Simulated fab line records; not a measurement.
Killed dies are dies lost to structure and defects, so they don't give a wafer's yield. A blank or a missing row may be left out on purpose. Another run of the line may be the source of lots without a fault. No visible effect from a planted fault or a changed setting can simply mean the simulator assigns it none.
The tool behind it: which one? | flow sky130 | 13 lots with 39 wafers sampled at 6 steps, on a route of 708 steps

== WHAT EACH GAUGE READ, for each wafer ==
SKY_VT_ADJUST_HVTP_CD_MEAS_07: the cd target is 380 nm. Usual: cd nm 379.6 nm, standard deviation 2.6.
lot  | measured     | on        | cd nm (nm)        | flag
L868 | day 6 10:31  | cd sem-02 | 376.4 379.6 376.6 |
L870 | day 6 19:01  | cd sem-02 | 380.2 380.9 378.6 |
L872 | day 7 12:33  | cd sem-01 | - - -             | OFF
L873 | day 7 18:38  | cd sem-01 | 386.4 384.1 383.6 |
L881 | day 9 16:35  | cd sem-02 | 377.0 374.8 376.6 |
L883 | day 10 13:01 | cd sem-02 | 383.0 381.1 383.4 |
L884 | day 10 16:53 | cd sem-02 | 381.4 382.8 380.2 |
L885 | day 10 17:32 | cd sem-02 | 383.9 382.0 383.5 |
L886 | day 11 02:43 | cd sem-01 | 381.4 381.5 384.1 |
L887 | day 11 08:17 | cd sem-01 | 379.7 378.9 379.4 |
L888 | day 11 13:26 | cd sem-02 | 374.8 380.1 378.5 |
L889 | day 11 18:41 | cd sem-02 | 378.5 376.2 378.0 |
L890 | day 12 15:29 | cd sem-01 | 382.2 382.2 383.0 |

SKY_VT_ADJUST_HVTP_TW_MEAS_11. Usual: VT_ADJUST_HVTP_TW gives 1352 (standard deviation 10).
lot  | measured     | on            | VT_ADJUST_HVTP_TW | flag
L868 | day 6 10:54  | film metro-04 | 1365 1368 1373    |
L870 | day 6 19:24  | film metro-02 | 1346 1342 1352    |
L872 | day 7 12:57  | film metro-02 | 30 30 30          | OFF
L873 | day 7 19:01  | film metro-02 | 1350 1354 1354    |
L881 | day 9 16:58  | film metro-02 | 1358 1360 1360    |
L883 | day 10 13:23 | film metro-01 | 1358 1357 1353    |
L884 | day 10 17:17 | film metro-01 | 1363 1355 1357    |
L885 | day 10 17:56 | film metro-01 | 1358 1355 1360    |
L886 | day 11 03:07 | film metro-01 | 1370 1364 1361    |
L887 | day 11 08:41 | film metro-02 | 1350 1351 1345    |
L888 | day 11 13:49 | film metro-01 | 1357 1354 1356    |
L889 | day 11 19:05 | film metro-02 | 1357 1353 1361    |
L890 | day 12 15:53 | film metro-04 | 1340 1349 1347    |

SKY_POLY_GATE_CD_MEAS_22. Usual: cd nm 150.0 nm, standard deviation 2.2.
lot  | measured     | on        | cd nm (nm)        | flag
L868 | day 16 22:58 | cd sem-01 | 150.0 147.8 151.0 |
L870 | day 17 07:30 | cd sem-01 | 148.1 151.4 149.4 |
L872 | day 18 10:29 | cd sem-02 | 153.9 149.2 147.8 |
L873 | day 18 22:08 | cd sem-02 | 155.2 151.2 151.6 |
L881 | day 21 12:59 | cd sem-02 | 149.8 145.7 146.4 |
L883 | day 22 17:50 | cd sem-01 | 149.8 150.1 148.5 |
L884 | day 22 22:11 | cd sem-01 | 152.1 153.2 151.7 |
L885 | day 23 02:55 | cd sem-01 | 149.9 151.1 150.3 |
L886 | day 23 10:48 | cd sem-01 | 146.4 148.0 148.4 |
L887 | day 23 18:54 | cd sem-02 | 150.9 147.3 148.5 |
L888 | day 24 07:07 | cd sem-01 | 150.3 151.9 151.1 |
L889 | day 24 12:20 | cd sem-02 | 150.2 147.1 150.6 |
L890 | day 25 10:20 | cd sem-01 | 150.2 151.7 150.2 |

SKY_LDD_LDN_OVL_MEAS_07. Usual: LDD_LDN_OVL gives -0.3 nm (standard deviation 1.5).
lot  | measured     | on         | LDD_LDN_OVL (nm) | flag
L868 | day 23 09:11 | overlay-02 | -3.3 -3.5 -1.7   |
L870 | day 23 17:42 | overlay-02 | -0.8 -0.3 -1.3   |
L872 | day 24 22:20 | overlay-01 | 0.2 -1.4 -1.3    |
L873 | day 25 07:33 | overlay-01 | 2.4 1.6 0.1      |
L881 | day 27 18:15 | overlay-01 | 1.4 2.3 0.6      |
L883 | day 28 22:37 | overlay-02 | 0.1 -0.3 0.4     |
L884 | day 29 01:47 | overlay-02 | 0.3 -0.9 -0.2    |
L885 | day 29 06:20 | overlay-02 | -1.5 -1.5 -2.1   |
L886 | day 29 14:00 | overlay-02 | -0.6 0.5 -1.5    |
L887 | day 29 21:29 | overlay-01 | 2.1 -0.3 1.3     |
L888 | day 30 08:08 | overlay-01 | -1.3 -3.2 -1.9   |
L889 | day 30 13:23 | overlay-02 | 2.0 1.5 1.0      |
L890 | day 31 11:29 | overlay-01 | -2.4 -1.2 0.2    |

== WHAT TOOL EACH LOT RAN ON (gives the tool, then ch and the chambers of the sampled wafers, and finally the start) ==
lot  | SKY_VT_ADJUST_HVTP_EXPOSE_04        | SKY_POLY_GATE_ETCH_15
L868 | iline stepper-02 ch 0, day 6 01:45  | rie diel-03 ch 1,2,3, day 16 20:08
L870 | iline stepper-02 ch 0, day 6 10:00  | rie diel-04 ch 0,1,2, day 17 05:38
L872 | iline stepper-01 ch 0, day 7 02:47  | rie diel-03 ch 1,2,3, day 18 07:27
L873 | iline stepper-02 ch 0, day 7 09:00  | rie diel-02 ch 1,2, day 18 20:23
L881 | iline stepper-02 ch 0, day 9 05:37  | rie diel-02 ch 1,3, day 21 11:11
L883 | iline stepper-01 ch 0, day 10 01:52 | rie diel-03 ch 1,2, day 22 16:03
L884 | iline stepper-01 ch 0, day 10 05:14 | rie diel-04 ch 1,2, day 22 20:11
L885 | iline stepper-02 ch 0, day 10 05:58 | rie diel-03 ch 2,3, day 23 01:11
L886 | iline stepper-01 ch 0, day 10 16:06 | rie diel-04 ch 0,3, day 23 09:02
L887 | iline stepper-02 ch 0, day 10 20:58 | rie diel-04 ch 0,1,3, day 23 17:08
L888 | iline stepper-02 ch 0, day 11 02:19 | rie diel-04 ch 0,1, day 24 05:20
L889 | iline stepper-01 ch 0, day 11 07:13 | rie diel-02 ch 0,3, day 24 10:26
L890 | iline stepper-02 ch 0, day 12 03:16 | rie diel-04 ch 2,3, day 25 06:30
- SKY_VT_ADJUST_HVTP_EXPOSE_04: exposes mask HVTPM, target cd 380 nm.
- SKY_POLY_GATE_ETCH_15: etches BARC in N2/H2, stops on SiO2, time 118.5 s, target depth 110 nm.

== WHAT THE TOOLS THEMSELVES READ (means of the sampled wafers that have a number; where no wafer has one, the mark that the record gives instead) ==
SKY_VT_ADJUST_HVTP_EXPOSE_04. Usual: stage vel mm s 500.02 mm/s, standard deviation 0.26.
lot  | tool             | stage vel mm s (mm/s) | flag
L868 | iline stepper-02 | 499.95                |
L870 | iline stepper-02 | 499.90                |
L872 | iline stepper-01 | 500.05                |
L873 | iline stepper-02 | 500.04                |
L881 | iline stepper-02 | 500.36                |
L883 | iline stepper-01 | 500.13                |
L884 | iline stepper-01 | 499.85                |
L885 | iline stepper-02 | 500.30                |
L886 | iline stepper-01 | 499.45                |
L887 | iline stepper-02 | 500.28                |
L888 | iline stepper-02 | 500.12                |
L889 | iline stepper-01 | 500.36                |
L890 | iline stepper-02 | 499.86                |

SKY_POLY_GATE_ETCH_15. Usual: drypump motor current A 5.6 A, standard deviation 0.37; oes product au 0.716 a.u., standard deviation 0.0044; throttle valve pct 13.212 %, standard deviation 0.01.
lot  | tool        | drypump motor current A (A) | oes product au (a.u.) | throttle valve pct (%) | flag
L868 | rie diel-03 | 5.3                         | 0.715                 | 13.210                 |
L870 | rie diel-04 | 5.7                         | 0.718                 | 13.210                 |
L872 | rie diel-03 | 5.3                         | 0.713                 | 13.211                 |
L873 | rie diel-02 | 5.9                         | 0.718                 | 13.210                 |
L881 | rie diel-02 | 5.5                         | 0.717                 | 13.213                 |
L883 | rie diel-03 | 5.3                         | 0.718                 | 13.208                 |
L884 | rie diel-04 | 5.6                         | 0.716                 | 13.212                 |
L885 | rie diel-03 | 5.1                         | 0.718                 | 13.221                 |
L886 | rie diel-04 | 5.5                         | 0.717                 | 13.219                 |
L887 | rie diel-04 | 5.6                         | 0.718                 | 13.208                 |
L888 | rie diel-04 | 5.7                         | 0.716                 | 13.207                 |
L889 | rie diel-02 | 5.9                         | 0.711                 | 13.200                 |
L890 | rie diel-04 | 5.5                         | 0.720                 | 13.219                 |

== THE ANSWER, worked out from the rows above alone ==
Rule: take the mean of a lot's wafers that have a number; if it is more than 3 standard deviations from the usual mean, the lot is off. Also off: a lot with no number at a reading for which 4 or more lots have one. The other lots that the step has rows for count as sound. Order of review: gauges by route order, followed by the tools' own readings, for which a lot's mean as printed above is used. The first step at which some lot is off is used, and at that step the reading that is off furthest; a lot without a number counts as furthest.
Off: L872 (SKY_VT_ADJUST_HVTP_CD_MEAS_07, cd nm). Without a number there: L872.
If a tool, at a process step before that reading, ran all the lots that are off and no sound lot after the first of them, it fits. The gauges at SKY_VT_ADJUST_HVTP_CD_MEAS_07 aren't tried: what is off there is off at SKY_VT_ADJUST_HVTP_TW_MEAS_11 too, on other tools, and a gauge's error can't cause that. Not one of the candidates tried fits.

== WHAT THE SIMULATOR HAD INSERTED ==
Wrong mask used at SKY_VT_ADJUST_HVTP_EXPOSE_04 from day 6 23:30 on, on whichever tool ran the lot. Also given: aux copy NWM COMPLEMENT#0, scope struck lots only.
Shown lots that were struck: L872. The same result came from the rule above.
